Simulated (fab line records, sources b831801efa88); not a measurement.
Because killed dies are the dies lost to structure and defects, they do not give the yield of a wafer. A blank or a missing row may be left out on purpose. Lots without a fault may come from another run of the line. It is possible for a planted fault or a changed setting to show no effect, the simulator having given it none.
Split-lot trial ; flow sky130 ; 23 wafers read across 5 lots, on a route 708 steps long

== SPLIT DETAILS ==
At SKY_RES_XHIGH_COAT_02 (resist thk 1140 nm), the setting resist thk nm was moved away from the recipe's 1140 nm on 10 of the 23 wafers read, by -3.9% to +5.8%. This setting was run at the recipe's value on the other wafers.

Reading taken at the split's own step.

== THE READING ==
NOVOLAK_of_RES_XHIGH_COAT_02.thk nm (the simulator's own value, which no gauge read), in nm, at SKY_RES_XHIGH_COAT_02 (resist thk 1140 nm). The file does not state a usual value for it. Across the 13 wafers here that went through the recipe, the average is 1142 nm and the standard deviation 3 nm.

wafer;tool, chamber at the split;resist thk nm as run, nm;against the recipe;NOVOLAK_of_RES_XHIGH_COAT_02.thk nm, nm;against lot-mates on the recipe
L075.1;litho track-01, 0;1140;recipe;1142;-
L075.2;litho track-01, 0;1122;-1.6%;1122;-17
L075.3;litho track-01, 0;1140;recipe;1138;-
L075.4;litho track-01, 0;1140;recipe;1138;-
L075.5;litho track-01, 0;1122;-1.6%;1120;-19
L078.2;litho track-04, 0;1159;+1.7%;1165;+20
L078.3;litho track-04, 0;1159;+1.7%;1162;+17
L078.5;litho track-04, 0;1159;+1.7%;1162;+17
L078.4;litho track-04, 0;1140;recipe;1146;-
L078.6;litho track-04, 0;1140;recipe;1144;-
L079.2;litho track-04, 0;1206;+5.8%;1210;+67
L079.3;litho track-04, 0;1140;recipe;1144;-
L079.5;litho track-04, 0;1140;recipe;1144;-
L079.4;litho track-04, 0;1206;+5.8%;1211;+68
L079.6;litho track-04, 0;1140;recipe;1142;-
L080.2;litho track-03, 0;1140;recipe;1139;-
L080.3;litho track-03, 0;1140;recipe;1138;-
L080.4;litho track-03, 0;1096;-3.9%;1096;-42
L080.5;litho track-03, 0;1096;-3.9%;1096;-42
L080.6;litho track-03, 0;1096;-3.9%;1096;-42
L084.1;litho track-01, 0;1140;recipe;1147;-
L084.3;litho track-01, 0;1140;recipe;1144;-
L084.6;litho track-01, 0;1140;recipe;1142;-

FIT RESULTS
A straight line over all 23 wafers: NOVOLAK_of_RES_XHIGH_COAT_02.thk nm changes by +12 nm for each +1% of resist thk nm; r = +1.00; the points scatter about the line by 2.5 nm.
The same after taking each lot's own level away (the mean of its wafers on the recipe; 23 wafers): +11.3 nm for each +1%; r = +1.00; scatter 1.5 nm.
According to that fit, moving resist thk nm by its largest amount changes the reading by 66 nm.
The span of the lots' own levels, 1138.5 to 1145.0 nm, comes to 2.2 times the standard deviation stated above.
So the lot-to-lot level changes the slope little: the two slopes agree.
Check: +65.4 nm against its lot-mates is what the line predicts for one of the wafers moved furthest among these (+5.8%) when that wafer is left out of the fit. It came out at +66.7 nm against them.

== THE WHOLE CHAIN: every reading that the file lists as answering this split, in the file's order ==
step;what it does;reading;change (the file's fit);r (the file's)
SKY_RES_XHIGH_COAT_02;resist thk 1140 nm;NOVOLAK_of_RES_XHIGH_COAT_02.thk nm (the simulator's own value, which no gauge read);+11.4 nm for each +1% of the setting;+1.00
SKY_RES_XHIGH_STRIP_08;strips in O2/N2;strip time to endpoint s;withheld for each +1% of the setting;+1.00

== THE FILE'S OWN FIT ==
NOVOLAK_of_RES_XHIGH_COAT_02.thk nm changes by +11.4 nm for each +1% of resist thk nm, r = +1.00.
